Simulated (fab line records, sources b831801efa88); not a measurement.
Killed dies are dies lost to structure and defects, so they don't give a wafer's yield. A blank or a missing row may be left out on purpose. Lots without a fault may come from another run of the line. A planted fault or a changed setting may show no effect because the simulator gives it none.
fab line records | flow sky130 | part 1 of 2: steps 1 to 32 of 46
record lots=5 wafers=15 last_day=50
route steps=708 shown POLY_GATE@218 LDD_N@237 LDD_P@255
lots that met no fault: from a run of the same line without faults
start_h: hours from the record's first day to the start of the lot's first wafer shown | wait_h: hours since the lot's step before | " the same as in the row above | L1.1+2: a row that stands for several wafers | - no value, or no start given | * or withheld: withheld | < > ~ a bound
route shown NAME@n: a module of which the file shows steps, and the number in the route of the first | usual: mean/standard deviation of fault-free wafers | same: alike in all rows | chamber/n: place in a boat | sites: the reading at each site | _std_site: their standard deviation | _edge_site: outer sites' mean less inner sites' | radius_mm: how far each site lies from the wafer's centre | mask NAME#n: copy n | behind: the tool/chamber that last shaped the wafer | hold: why the lot was held/for how many hours/how that ended | device: the transistor (n, p or np) that didn't switch | end of line: the same wafers' tests at the end of the route | a step without rows: its recipe alone | killed: dies lost to structure and defects at the first sort, not the wafer's yield | map: a wafer's dies, x killed, . not, _ none there
set.NAME: the setting as run; set.NAME@STEP: as run at that earlier step | model.NAME: the simulator's own value behind a step, which no gauge read
lots at some steps of the route; a table a step, a row a wafer
services: from which hour (start_h, from the record's first day; less than 0 if before it) a tool's chamber was out of use, for how many hours, and why
## steps
# step SKY_POLY_GATE_THK_MEAS_04
# recipe reads=Si3N4_of_POLY_GATE_CVD_03
# usual POLY_GATE_CVD_03_THK=74.7/0.61
# columns lot.wafer tool chamber start_h wait_h POLY_GATE_CVD_03_THK[nm]
L080.2 film_metro-02 - 403.72 0.0 74.5
L080.4 " - " " 74.1
L080.5 " - " " 75.1
L081.1 film_metro-03 - 407.80 0.0 74.4
L081.4 " - " " 74.4
L081.6 " - " " 74.0
L082.3 film_metro-03 - 422.15 0.0 74.4
L082.4 " - " " 74.9
L082.5 " - " " 74.2
L090.3 film_metro-02 - 488.76 0.0 74.1
L090.4 " - " " 74.6
L090.5 " - " " 74.5
L094.2 film_metro-02 - 538.70 0.0 74.4
L094.5 " - " " 74.7
L094.6 " - " " 74.9
# step SKY_POLY_GATE_DEHYDRATE_05
# recipe temp_c=200 time_s=60
# columns lot.wafer tool chamber start_h wait_h
L080.2+4+5 litho_track-03 0 418.59 14.9
L081.1+4+6 litho_track-03 0 422.57 14.8
L082.3+4+5 litho_track-03 0 436.42 14.3
L090.3+4+5 litho_track-03 0 503.37 14.6
L094.2+5+6 litho_track-01 0 553.58 14.9
# step SKY_POLY_GATE_HMDS_06
# recipe prime_time_s=60 prime_temp_c=120
# columns lot.wafer tool chamber start_h wait_h
L080.2+4+5 litho_track-03 0 418.74 0.1
L081.1+4+6 litho_track-03 0 422.72 0.1
L082.3+4+5 litho_track-03 0 436.57 0.1
L090.3+4+5 litho_track-03 0 503.52 0.1
L094.2+5+6 litho_track-01 0 553.73 0.1
# step SKY_POLY_GATE_COAT_07
# recipe resist=BARC temp_c=withheld time_s=withheld spin_rpm=3000 resist_thk_nm=110
# columns lot.wafer tool chamber start_h wait_h
L080.2+4+5 litho_track-03 0 418.89 0.1
L081.1+4+6 litho_track-03 0 422.87 0.1
L082.3+4+5 litho_track-03 0 436.72 0.1
L090.3+4+5 litho_track-03 0 503.67 0.1
L094.2+5+6 litho_track-01 0 553.88 0.1
# step SKY_POLY_GATE_COAT_08
# recipe resist=KrF-thick spin_rpm=3000 resist_thk_nm=450
# columns lot.wafer tool chamber start_h wait_h
L080.2+4+5 litho_track-03 0 - -
L081.1+4+6 litho_track-03 0 - -
L082.3+4+5 litho_track-03 0 - -
L090.3+4+5 litho_track-03 0 - -
L094.2+5+6 litho_track-01 0 - -
# step SKY_POLY_GATE_SOFTBAKE_09
# recipe temp_c=100 time_s=90 resist=KrF-thick
# columns lot.wafer tool chamber start_h wait_h
L080.2+4+5 litho_track-03 0 - -
L081.1+4+6 litho_track-03 0 - -
L082.3+4+5 litho_track-03 0 - -
L090.3+4+5 litho_track-03 0 - -
L094.2+5+6 litho_track-01 0 - -
# step SKY_POLY_GATE_EXPOSE_10
# recipe mask_id=P1M na=0.68 source_shape=conventional sigma_outer=0.6 target_cd_nm=150 dose_mj=28
# columns lot.wafer tool chamber start_h wait_h mask
L080.2+4+5 krf_scanner-02 0 - - P1M#0
L081.1+4+6 krf_scanner-01 0 - - P1M#0
L082.3+4+5 krf_scanner-01 0 - - P1M#0
L090.3+4+5 krf_scanner-02 0 - - P1M#0
L094.2+5+6 krf_scanner-01 0 - - P1M#0
# step SKY_POLY_GATE_PEB_11
# recipe peb_temp_c=withheld peb_time_s=withheld resist=KrF-thick
# columns lot.wafer tool chamber start_h wait_h
L080.2+4+5 litho_track-01 0 - -
L081.1+4+6 litho_track-02 0 - -
L082.3+4+5 litho_track-01 0 - -
L090.3+4+5 litho_track-01 0 - -
L094.2+5+6 litho_track-02 0 - -
# step SKY_POLY_GATE_DEVELOP_12
# recipe develop_time_s=60 resist=KrF-thick dev_temp_c=21
# columns lot.wafer tool chamber start_h wait_h
L080.2+4+5 litho_track-01 0 - -
L081.1+4+6 litho_track-02 0 - -
L082.3+4+5 litho_track-01 0 - -
L090.3+4+5 litho_track-01 0 - -
L094.2+5+6 litho_track-02 0 - -
# step SKY_POLY_GATE_CD_MEAS_13
# recipe target_cd_nm=150
# usual cd_nm=150.3/1.5
# columns lot.wafer tool chamber start_h wait_h cd_nm
L080.2 cd_sem-01 - 434.33 - 151.1
L080.4 " - " " 151.7
L080.5 " - " " 150.2
L081.1 cd_sem-01 - 438.43 - 150.3
L081.4 " - " " 148.9
L081.6 " - " " 149.2
L082.3 cd_sem-01 - 452.35 - 148.2
L082.4 " - " " 147.9
L082.5 " - " " 147.6
L090.3 cd_sem-01 - 519.50 - 150.9
L090.4 " - " " 152.4
L090.5 " - " " 150.8
L094.2 cd_sem-02 - 569.10 - 149.9
L094.5 " - " " 150.1
L094.6 " - " " 150.3
# step SKY_POLY_GATE_OVL_MEAS_14
# usual POLY_GATE_OVL=-2/4.7
# columns lot.wafer tool chamber start_h wait_h POLY_GATE_OVL[nm]
L080.2 overlay-01 - 434.43 0.1 -7
L080.4 " - " " -1
L080.5 " - " " -2
L081.1 overlay-01 - 438.55 0.1 -5
L081.4 " - " " -5
L081.6 " - " " -6
L082.3 overlay-01 - 452.44 0.1 -1
L082.4 " - " " -5
L082.5 " - " " 0
L090.3 overlay-01 - 519.59 0.1 -8
L090.4 " - " " -5
L090.5 " - " " -7
L094.2 overlay-01 - 569.21 0.1 -5
L094.5 " - " " -4
L094.6 " - " " -9
# step SKY_POLY_GATE_ETCH_15
# recipe chemistry=N2/H2 target=BARC ion_energy_ev=200 source_w=500 bias_w=100 pressure_mtorr=30 n2_flow_sccm=100 h2_flow_sccm=200 stop_on=SiO2 time_s=118.5 target_depth_a=1100
# usual drypump_motor_current_A=5.8/0.57 oes_product_au=0.717/0.0048 throttle_valve_pct=13.213/0.0093
# columns lot.wafer tool chamber start_h wait_h drypump_motor_current_A oes_product_au rf_hours_counter_h throttle_valve_pct
L080.2 rie_diel-02 2 434.46 0.0 5.9 0.707 35 13.205
L080.4 " 1 " " 5.0 0.719 - 13.201
L080.5 " 3 " " 6.5 0.724 - 13.208
L081.1 rie_diel-01 0 438.59 0.0 6.4 0.725 6 13.217
L081.4 " 2 " " 5.7 0.719 - 13.219
L081.6 " 0 " " 6.4 0.725 - 13.197
L082.3 rie_diel-01 3 452.46 0.0 5.4 0.720 3 13.198
L082.4 " 2 " " 5.7 0.718 83 13.206
L082.5 " 2 " " 5.7 0.715 - 13.234
L090.3 rie_diel-03 2 519.61 0.0 6.7 0.717 14 13.218
L090.4 " 1 " " 6.6 0.728 2 13.209
L090.5 " 2 " " 6.7 0.721 - 13.206
L094.2 rie_diel-02 0 569.24 0.0 5.5 0.720 2 13.205
L094.5 " 1 " " 5.0 0.714 - 13.216
L094.6 " 3 " " 6.6 0.707 - 13.198
# step SKY_POLY_GATE_ETCH_16
# recipe stop_on=poly-Si chemistry=CH3F/O2 target=Si3N4 source_w=400 bias_w=80 pressure_mtorr=25 ch3f_flow_sccm=40 O2_flow_sccm=30 time_s=147.5 target_depth_a=750
# usual O2_flow_sccm=30.00/0.099 drypump_motor_current_A=5.8/0.56 oes_product_au=0.639/0.0053 throttle_valve_pct=10.535/0.0093
# columns lot.wafer tool chamber start_h wait_h O2_flow_sccm drypump_motor_current_A oes_product_au rf_hours_counter_h throttle_valve_pct
L080.2 rie_diel-02 2 434.55 0.0 30.12 5.9 0.634 35 10.544
L080.4 " 1 " " 30.01 5.0 0.643 - 10.528
L080.5 " 3 " " 29.99 6.5 0.639 - 10.549
L081.1 rie_diel-01 0 438.67 0.0 29.76 6.4 0.645 6 10.521
L081.4 " 2 " " 30.06 5.7 0.634 - 10.537
L081.6 " 0 " " 29.96 6.4 0.632 - 10.533
L082.3 rie_diel-01 3 452.55 0.0 30.18 5.4 0.638 3 10.539
L082.4 " 2 " " 29.97 5.7 0.645 83 10.529
L082.5 " 2 " " 30.00 5.7 0.637 - 10.530
L090.3 rie_diel-03 2 519.69 0.0 29.91 6.7 0.635 14 10.548
L090.4 " 1 " " 30.06 6.5 0.644 2 10.536
L090.5 " 2 " " 30.01 6.7 0.635 - 10.538
L094.2 rie_diel-02 0 569.32 0.0 30.03 5.5 0.644 2 10.528
L094.5 " 1 " " 30.03 4.9 0.645 - 10.557
L094.6 " 3 " " 29.97 6.5 0.634 - 10.546
# step SKY_POLY_GATE_ETCH_17
# recipe target_depth_nm=180 stop_on=SiO2 over_etch_frac=0.56667 chemistry=HBr/Cl2 target=poly-Si icp_w=400 bias_w=100 pressure_mtorr=10 HBr_flow_sccm=150 Cl2_flow_sccm=50 time_s=70.5
# usual HBr_flow_sccm=150.0/0.43 drypump_motor_current_A=5.8/0.37 he_backside_leak_sccm=2.68/0.16 mfc_cl2_sccm=50.00/0.15 oes_product_au=0.984/0.0072 throttle_valve_pct=33.684/0.0085
# columns lot.wafer tool chamber start_h wait_h HBr_flow_sccm drypump_motor_current_A he_backside_leak_sccm mfc_cl2_sccm oes_product_au rf_hours_counter_h throttle_valve_pct
L080.2 rie_si-02 2 434.64 0.0 150.1 5.4 2.77 49.93 0.993 0 33.669
L080.4 " 3 " " 150.0 5.0 2.93 49.92 0.969 2 33.685
L080.5 " 2 " " 149.7 5.4 2.65 49.92 0.995 - 33.689
L081.1 rie_si-02 1 438.77 0.0 150.0 6.3 2.53 50.14 0.991 2 33.683
L081.4 " 3 " " 150.2 5.0 2.89 50.03 0.982 2 33.693
L081.6 " 1 " " 150.0 6.4 2.44 50.08 0.991 - 33.669
L082.3 rie_si-02 3 452.64 0.0 150.2 5.0 2.66 50.11 0.965 3 33.678
L082.4 " 2 " " 150.2 5.5 2.84 49.70 0.980 0 33.684
L082.5 " 2 " " 150.7 5.5 2.75 49.85 0.977 - 33.672
L090.3 rie_si-01 3 519.79 0.0 149.7 6.1 2.61 49.86 0.985 3 33.672
L090.4 " 0 " " 149.9 6.1 2.55 50.04 0.982 2 33.702
L090.5 " 1 " " 149.9 5.9 2.82 50.05 0.973 - 33.691
L094.2 rie_si-02 3 569.42 0.0 150.2 5.1 2.84 49.96 0.980 3 33.674
L094.5 " 2 " " 150.0 5.4 2.67 49.96 0.987 - 33.686
L094.6 " 1 " " 149.2 6.4 2.42 49.80 0.985 - 33.695
# step SKY_POLY_GATE_STRIP_18
# recipe chemistry=O2/N2 power_w=1400 pressure_mtorr=1500 platen_temp_c=withheld o2_flow_sccm=3000 n2_flow_sccm=300 overash_fraction=0.5
# usual drypump_motor_current_A=5.7/0.39 oes_product_au=0.361/0.0047 strip_time_to_endpoint_s=3.177/0.029
# same overash_fraction=0.5
# columns lot.wafer tool chamber start_h wait_h drypump_motor_current_A oes_product_au rf_hours_counter_h strip_time_to_endpoint_s
L080.2 plasma_asher-03 1 434.70 0.0 5.9 0.358 64 3.147
L080.4 " 0 " " 5.4 0.366 - 3.161
L080.5 " 0 " " 5.4 0.360 - 3.108
L081.1 plasma_asher-01 0 438.82 0.0 5.5 0.365 1 3.175
L081.4 " 1 " " 6.1 0.363 - 3.225
L081.6 " 0 " " 5.5 0.366 - 3.195
L082.3 plasma_asher-03 1 452.73 0.1 6.0 0.356 - 3.211
L082.4 " 0 " " 5.4 0.359 - 3.211
L082.5 " 0 " " 5.5 0.353 - 3.211
L090.3 plasma_asher-01 0 519.88 0.1 5.5 0.364 - 3.147
L090.4 " 1 " " 6.1 0.357 - 3.175
L090.5 " 0 " " 5.5 0.360 - 3.165
L094.2 plasma_asher-01 1 569.47 0.0 6.1 0.354 14 3.159
L094.5 " 0 " " 5.5 0.355 - 3.144
L094.6 " 1 " " 6.1 0.362 - 3.126
# step SKY_POLY_GATE_CLEAN_19
# recipe chemistry=SC1/SC2 mix=1:4:20 temp_c=70 time_s=150 dry=n2_spin
# usual bath_heat_duty_pct=14.4/1.1 temp_c=69.99/0.12
# columns lot.wafer tool chamber start_h wait_h bath_heat_duty_pct temp_c
L080.2 wet_bench-03 0 434.80 0.1 14.6 69.86
L080.4 " 0 " " 14.0 69.81
L080.5 " 0 " " 13.5 69.74
L081.1 wet_bench-03 2 438.92 0.1 15.2 70.04
L081.4 " 2 " " 14.1 69.65
L081.6 " 2 " " 15.0 69.80
L082.3 wet_bench-03 2 452.80 0.0 14.9 70.09
L082.4 " 2 " " 14.3 69.87
L082.5 " 2 " " 14.1 69.87
L090.3 wet_bench-01 1 519.95 0.0 12.4 70.08
L090.4 " 1 " " 12.3 69.94
L090.5 " 1 " " 12.6 70.05
L094.2 wet_bench-01 1 569.57 0.1 11.4 69.97
L094.5 " 1 " " 10.9 70.06
L094.6 " 1 " " 13.5 69.89
# step SKY_POLY_GATE_OXIDATION_20
# recipe temp_c=850 ambient=O2 stabilise_s=600 purge_s=300 target_thk_a=40 ox_time_s=899
# usual ox_temp_c_max=853.5/0.71 tube_center_temp_C=849.99/0.08
# columns lot.wafer tool chamber start_h wait_h ox_temp_c_max tube_center_temp_C
L080.2 furnace-02 0 435.89 1.0 852.3 849.97
L080.4 " 0 " " 852.6 849.97
L080.5 " 0 " " 853.8 850.05
L081.1 furnace-01 0 439.78 0.8 853.6 850
L081.4 " 0 " " 852.4 849.93
L081.6 " 0 " " 853.5 849.97
L082.3 furnace-02 0 452.85 0.0 854.3 850.14
L082.4 " 0 " " 852.1 849.83
L082.5 " 0 " " 853.6 849.94
L090.3 furnace-02 0 520.00 0.0 854.1 850.07
L090.4 " 0 " " 853.7 850.02
L090.5 " 0 " " 853.6 849.92
L094.2 furnace-02 0 569.62 0.0 853.9 849.87
L094.5 " 0 " " 854.0 849.93
L094.6 " 0 " " 853.4 850.07
# step SKY_POLY_GATE_THK_MEAS_21
# recipe reads=SiO2_of_POLY_GATE_OXIDATION_20
# usual POLY_GATE_OXIDATION_THK=4.00/0.077
# columns lot.wafer tool chamber start_h wait_h POLY_GATE_OXIDATION_THK[nm]
L080.2 film_metro-03 - 437.15 0.0 3.91
L080.4 " - " " 3.91
L080.5 " - " " 3.91
L081.1 film_metro-03 - 441.03 0.0 3.92
L081.4 " - " " 3.96
L081.6 " - " " 3.93
L082.3 film_metro-03 - 454.12 0.0 4.00
L082.4 " - " " 4.00
L082.5 " - " " 3.96
L090.3 film_metro-01 - 521.27 0.0 4.09
L090.4 " - " " 4.03
L090.5 " - " " 4.11
L094.2 film_metro-01 - 570.88 0.0 4.10
L094.5 " - " " 4.00
L094.6 " - " " 4.03
# step SKY_POLY_GATE_CD_MEAS_22
# usual cd_nm=150.9/1.9
# columns lot.wafer tool chamber start_h wait_h cd_nm
L080.2 cd_sem-01 - 437.23 0.1 149.6
L080.4 " - " " 151.9
L080.5 " - " " 148.8
L081.1 cd_sem-01 - 441.09 0.1 152.2
L081.4 " - " " 150.1
L081.6 " - " " 151.6
L082.3 cd_sem-01 - 454.22 0.1 149.1
L082.4 " - " " 146.4
L082.5 " - " " 145.8
L090.3 cd_sem-02 - 521.37 0.1 151.4
L090.4 " - " " 151.4
L090.5 " - " " 151.6
L094.2 cd_sem-01 - 570.96 0.1 152.2
L094.5 " - " " 149.4
L094.6 " - " " 149.8
# step SKY_LDD_N_DEHYDRATE_00
# recipe temp_c=200 time_s=60
# columns lot.wafer tool chamber start_h wait_h
L080.2+4+5 litho_track-01 0 452.33 15.1
L081.1+4+6 litho_track-01 0 456.51 15.4
L082.3+4+5 litho_track-03 0 468.87 14.6
L090.3+4+5 litho_track-04 0 535.82 14.4
L094.2+5+6 litho_track-01 0 585.38 14.4
# step SKY_LDD_N_HMDS_01
# recipe prime_time_s=60 prime_temp_c=120
# columns lot.wafer tool chamber start_h wait_h
L080.2+4+5 litho_track-01 0 452.48 0.1
L081.1+4+6 litho_track-01 0 456.66 0.1
L082.3+4+5 litho_track-03 0 469.02 0.1
L090.3+4+5 litho_track-04 0 535.97 0.1
L094.2+5+6 litho_track-01 0 585.53 0.1
# step SKY_LDD_N_COAT_02
# recipe resist=NOVOLAK spin_rpm=3000 resist_thk_nm=300
# columns lot.wafer tool chamber start_h wait_h
L080.2+4+5 litho_track-01 0 452.63 0.1
L081.1+4+6 litho_track-01 0 456.81 0.1
L082.3+4+5 litho_track-03 0 469.17 0.1
L090.3+4+5 litho_track-04 0 536.12 0.1
L094.2+5+6 litho_track-01 0 585.68 0.1
# step SKY_LDD_N_SOFTBAKE_03
# recipe temp_c=90 time_s=60 resist=NOVOLAK
# columns lot.wafer tool chamber start_h wait_h
L080.2+4+5 litho_track-01 0 452.78 0.1
L081.1+4+6 litho_track-01 0 456.96 0.1
L082.3+4+5 litho_track-03 0 469.32 0.1
L090.3+4+5 litho_track-04 0 536.27 0.1
L094.2+5+6 litho_track-01 0 585.83 0.1
# step SKY_LDD_N_EXPOSE_04
# recipe mask_id=NTM target_cd_nm=840 na=0.6 source_shape=conventional sigma_outer=0.6 dose_mj=110
# columns lot.wafer tool chamber start_h wait_h mask
L080.2+4+5 iline_stepper-02 0 - - NTM#0
L081.1+4+6 iline_stepper-02 0 - - NTM#0
L082.3+4+5 iline_stepper-02 0 - - NTM#0
L090.3+4+5 iline_stepper-01 0 - - NTM#0
L094.2+5+6 iline_stepper-02 0 - - NTM#0
# step SKY_LDD_N_PEB_05
# recipe temp_c=withheld time_s=* resist=NOVOLAK
# columns lot.wafer tool chamber start_h wait_h
L080.2+4+5 litho_track-01 0 - -
L081.1+4+6 litho_track-04 0 - -
L082.3+4+5 litho_track-03 0 - -
L090.3+4+5 litho_track-01 0 - -
L094.2+5+6 litho_track-03 0 - -
# step SKY_LDD_N_DEVELOP_06
# recipe develop_time_s=60 dev_temp_c=23
# columns lot.wafer tool chamber start_h wait_h
L080.2+4+5 litho_track-01 0 468.03 0.1
L081.1+4+6 litho_track-04 0 472.17 0.1
L082.3+4+5 litho_track-03 0 484.57 0.1
L090.3+4+5 litho_track-01 0 551.41 0.1
L094.2+5+6 litho_track-03 0 600.44 0.1
# step SKY_LDD_N_OVL_MEAS_07
# usual LDD_N_OVL=0.6/1.2
# columns lot.wafer tool chamber start_h wait_h LDD_N_OVL[nm]
L080.2 overlay-01 - 468.16 0.1 1.8
L080.4 " - " " -0.2
L080.5 " - " " 1.9
L081.1 overlay-01 - 472.32 0.1 -1.2
L081.4 " - " " -0.1
L081.6 " - " " -0.7
L082.3 overlay-02 - 484.68 0.1 0.8
L082.4 " - " " 0.4
L082.5 " - " " 1.5
L090.3 overlay-01 - 551.52 0.1 0.5
L090.4 " - " " 1.7
L090.5 " - " " 1.5
L094.2 overlay-01 - 600.57 0.1 -1.3
L094.5 " - " " -0.3
L094.6 " - " " -0.7
# step SKY_LDD_N_IMPLANT_08
# recipe species=As energy_kev=20 dose_cm2=7.5e+13 tilt_deg=withheld rotation_deg=23
# columns lot.wafer tool chamber start_h wait_h
L080.2+4+5 implanter-03 0 468.22 0.0
L081.1+4+6 implanter-03 0 472.36 0.0
L082.3+4+5 implanter-02 0 484.75 0.1
L090.3+4+5 implanter-01 0 551.59 0.1
L094.2+5+6 implanter-02 0 600.63 0.0
# step SKY_LDD_N_IMPLANT_09
# recipe species=As energy_kev=20 dose_cm2=7.5e+13 tilt_deg=withheld rotation_deg=113
# columns lot.wafer tool chamber start_h wait_h
L080.2+4+5 implanter-03 0 468.37 0.1
L081.1+4+6 implanter-03 0 472.51 0.1
L082.3+4+5 implanter-02 0 484.90 0.1
L090.3+4+5 implanter-01 0 551.74 0.1
L094.2+5+6 implanter-02 0 600.78 0.1
# step SKY_LDD_N_IMPLANT_10
# recipe species=As energy_kev=20 dose_cm2=7.5e+13 tilt_deg=withheld rotation_deg=203
# columns lot.wafer tool chamber start_h wait_h
L080.2+4+5 implanter-03 0 468.52 0.1
L081.1+4+6 implanter-03 0 472.66 0.1
L082.3+4+5 implanter-02 0 485.05 0.1
L090.3+4+5 implanter-01 0 551.89 0.1
L094.2+5+6 implanter-02 0 600.93 0.1
# step SKY_LDD_N_IMPLANT_11
# recipe species=As energy_kev=20 dose_cm2=7.5e+13 tilt_deg=withheld rotation_deg=293
# columns lot.wafer tool chamber start_h wait_h
L080.2+4+5 implanter-03 0 468.67 0.1
L081.1+4+6 implanter-03 0 472.81 0.1
L082.3+4+5 implanter-02 0 485.20 0.1
L090.3+4+5 implanter-01 0 552.04 0.1
L094.2+5+6 implanter-02 0 601.08 0.1
# step SKY_LDD_N_IMPLANT_12
# recipe species=BF2 energy_kev=50 dose_cm2=5e+12 tilt_deg=30 rotation_deg=0
# columns lot.wafer tool chamber start_h wait_h
L080.2+4+5 implanter-03 0 468.82 0.1
L081.1+4+6 implanter-03 0 472.96 0.1
L082.3+4+5 implanter-02 0 485.35 0.1
L090.3+4+5 implanter-01 0 552.19 0.1
L094.2+5+6 implanter-02 0 601.23 0.1
